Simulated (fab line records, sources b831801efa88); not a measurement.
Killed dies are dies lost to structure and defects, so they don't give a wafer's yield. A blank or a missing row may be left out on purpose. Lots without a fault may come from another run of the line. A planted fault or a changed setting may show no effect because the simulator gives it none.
A struck lot beside a sound one | flow sky130 | 17 steps out of a route of 708
Sound: wafers L505.4, L505.5, L505.6. Struck: wafers L501.2, L501.3, L501.5. The cause comes at the end.
At each step with rows: each side's tool, then ch and its chambers, then its first start. Under that, the readings that differ: sound wafers | struck wafers | difference of the means | sigmas: that difference in standard deviations of wafers without a fault.
alike: readings whose means differ by less than 2 such deviations, and words and numbers that are the same on both sides. not compared: withheld readings, readings that some wafer has no value for, bounds like >300 that may hide the same value, and numbers for which the record gives no deviation and whose values overlap.
The two part at a step that has a row with sigmas, a row that says differs or no value, or rows on one side only. Numbers that don't overlap but have no deviation are shown without sigmas and don't part them. A reading that every wafer of one side lacks parts them only if that side has two wafers or more.

SKY_PASSIVATION_ETCH_11: etches the open film in CF4/O2, stops on AlCu, target depth 725 nm, time 161.1 s.
  sound on rie_diel-03 ch 1,2,3, day 49 04:08; struck on rie_diel-02 ch 2,3, day 48 09:10
  reading                     | sound       | struck      | difference | sigmas
  drypump_motor_current_A (A) | 5.1 5.0 6.0 | 6.2 6.6 6.6 | +1.1       | +3
  alike: oes_product_au, throttle_valve_pct
  not compared: rf_hours_counter_h
SKY_PASSIVATION_STRIP_12: strips in O2/N2.
  sound on plasma_asher-01 ch 0,1, day 49 04:17; struck on plasma_asher-01 ch 1, day 48 09:17
  reading                      | sound             | struck            | difference | sigmas
  strip_time_to_endpoint_s (s) | 31.80 31.75 31.88 | 31.49 31.53 31.32 | -0.36      | -3
  alike: drypump_motor_current_A, oes_product_au
  not compared: rf_hours_counter_h
then, 7 steps without rows for these wafers: SKY_PAD_OPEN_DEHYDRATE_00 (time 60 s); SKY_PAD_OPEN_HMDS_01 (prime time 60 s); SKY_PAD_OPEN_COAT_02 (resist thk 3000 nm); SKY_PAD_OPEN_SOFTBAKE_03; SKY_PAD_OPEN_EXPOSE_04 (exposes mask PDM, target cd 60000 nm); SKY_PAD_OPEN_PEB_05; SKY_PAD_OPEN_DEVELOP_06 (develop time 60 s).
SKY_PAD_OPEN_ETCH_07: etches the open film in CF4/O2, stops on AlCu, target depth 725 nm, time 161.1 s.
  sound on rie_diel-04 ch 1,2, day 49 22:20; struck on rie_diel-02 ch 0,2,3, day 49 04:56
  alike: drypump_motor_current_A, oes_product_au, throttle_valve_pct
  not compared: rf_hours_counter_h
SKY_PAD_OPEN_STRIP_08: strips in O2/N2.
  sound on plasma_asher-03 ch 0,1, day 49 22:29; struck on plasma_asher-02 ch 0,1, day 49 05:03
  alike: drypump_motor_current_A, oes_product_au
  not compared: rf_hours_counter_h
then, 1 step without rows for these wafers: SKY_PAD_OPEN_STRIP_09 (strips in post etch residue remover, time 1200 s).
SKY_PAD_OPEN_CLEAN_10: cleans in IPA, time 180 s.
  sound on wet_bench-01 ch 0, day 49 22:53; struck on wet_bench-03 ch 3, day 49 05:34
then, 2 steps without rows for these wafers: SKY_PAD_OPEN_CLEAN_11 (cleans in O3/DIW); SKY_PAD_OPEN_ANNEAL_12.
SKY_PAD_OPEN_BOW_MEAS_13:
  sound on film_metro-01, day 50 00:37; struck on film_metro-02, day 49 07:14
  alike: PAD_OPEN_BOW
SKY_PAD_OPEN_PROBE_99:
  sound on prober-01, day 50 00:49; struck on prober-02, day 49 07:23
  reading                               | sound              | struck            | difference | sigmas
  defect_limited_yield (%)              | 85.0 80.3 79.9     | 71.1 75.6 72.2    | -8.8       | -4
  killed_at_other                       | 0 1 0              | 52 40 46          | +46        | +64
  killed_dies                           | 74 97 99           | 142 120 137       | +43        | +4
  killed_on_rim                         | 13 20 20           | 33 25 29          | +11        | +3
  sort_bin_3_pad_short (%)              | 0.4 1.0 0.8        | 4.1 3.9 2.8       | +2.9       | +6
  sort_bin_5_function (%)               | 9.1 11.2 11.0      | 17.1 14.4 17.7    | +6.0       | +5
  sort_n_pass                           | 418 395 393        | 350 372 355       | -43        | -4
  sort_yield_pct (%)                    | 85.0 80.3 79.9     | 71.1 75.6 72.2    | -8.8       | -4
  model.etest.tester.sort_n_pass        | 418 395 393        | 350 372 355       | -43        |
  model.etest.tester.sort_yield_pct (%) | 84.96 80.28 79.88  | 71.14 75.61 72.15 | -8.74      |
  model.etest.tester.sort_bin_5_pct (%) | 9.146 11.18 10.98  | 17.07 14.43 17.68 | +5.96      |
  model.etest.tester.sort_bin_3_pct (%) | 0.4065 1.016 0.813 | 4.065 3.862 2.846 | +2.846     |
  alike: killed_at_M0_to_M3, killed_at_M4_up, killed_at_contacts, killed_at_front_end, killed_open, killed_short, sort_bin_6_memory

WHERE THEY PART
First at SKY_PASSIVATION_ETCH_11; last, within this record, at SKY_PAD_OPEN_PROBE_99.

WHY: what the simulator had put in
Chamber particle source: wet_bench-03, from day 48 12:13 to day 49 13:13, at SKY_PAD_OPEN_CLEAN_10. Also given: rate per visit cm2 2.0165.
